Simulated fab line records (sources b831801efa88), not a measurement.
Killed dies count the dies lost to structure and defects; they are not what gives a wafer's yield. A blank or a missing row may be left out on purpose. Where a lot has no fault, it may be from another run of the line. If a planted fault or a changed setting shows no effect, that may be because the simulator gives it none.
Chamber matching | flow sfq-line | cmp-01 running SFQ_TRILAYER_I4_CMP_CMP_100: 4 sister chambers
The step polishes SiO2. 14 wafers are shown with their chamber, then 7 later ones without.

## WAFERS WITH THEIR CHAMBER
wafer  | chamber | motor-current-A (A) | time-to-endpoint-s (s)
L409.2 | 3       | 9.6                 | 208
L409.1 | 1       | 10.2                | 227
L409.3 | 2       | 10.5                | 214
L410.2 | 0       | 10.8                | 223
L410.4 | 3       | 10.0                | 219
L410.6 | 3       | 9.2                 | 219
L411.1 | 0       | 10.2                | 203
L411.2 | 2       | 10.0                | 212
L411.4 | 3       | 9.6                 | 202
L418.1 | 0       | 10.4                | 215
L418.2 | 1       | 9.6                 | 232
L418.3 | 3       | 8.8                 | 204
L419.2 | 1       | 10.0                | 235
L419.3 | 2       | 10.9                | 226

SIGNATURES, as means of the wafers listed above
reading            | chamber 0 | chamber 1 | chamber 2 | chamber 3 | scatter within a chamber
motor-current-A    | 10.467    | 9.933     | 10.467    | 9.440     | 0.401
time-to-endpoint-s | 213.67    | 231.33    | 217.33    | 210.40    | 7.84
Rule: distance of a wafer from a chamber = root of the sum over the readings of ((wafer's reading minus chamber's mean) / reading's scatter) squared. The wafer belongs to the nearest chamber; if the next one is less than 2 further off, it can't be placed. The scatter: the root of (the sum of the squares of (reading less its chamber's mean) over the shown wafers, divided by (wafers less chambers)).

## WAFERS WITH NO CHAMBER GIVEN
wafer  | motor-current-A (A) | time-to-endpoint-s (s)
L419.6 | 11.5                | 224
L420.2 | 10.3                | 214
L420.4 | 9.5                 | 216
L420.3 | 10.2                | 229
L430.1 | 10.7                | 224
L430.2 | 9.8                 | 238
L430.3 | 10.7                | 224

## CHAMBER TAKEN BY EACH
wafer  | from the rows above               | in truth
L419.6 | can't be placed: 2 or 0 or 1      | 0
L420.2 | can't be placed: 0 or 2 or 3 or 1 | 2
L420.4 | can't be placed: 3 or 1 or 2 or 0 | 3
L420.3 | can't be placed: 1 or 2 or 0      | 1
L430.1 | can't be placed: 2 or 0 or 1      | 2
L430.2 | 1                                 | 1
L430.3 | can't be placed: 2 or 0 or 1      | 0
Correct placement for 1 of the 7. These rows do not allow placing 6 (true chamber among the candidates in 6). Placed wrongly: 0.
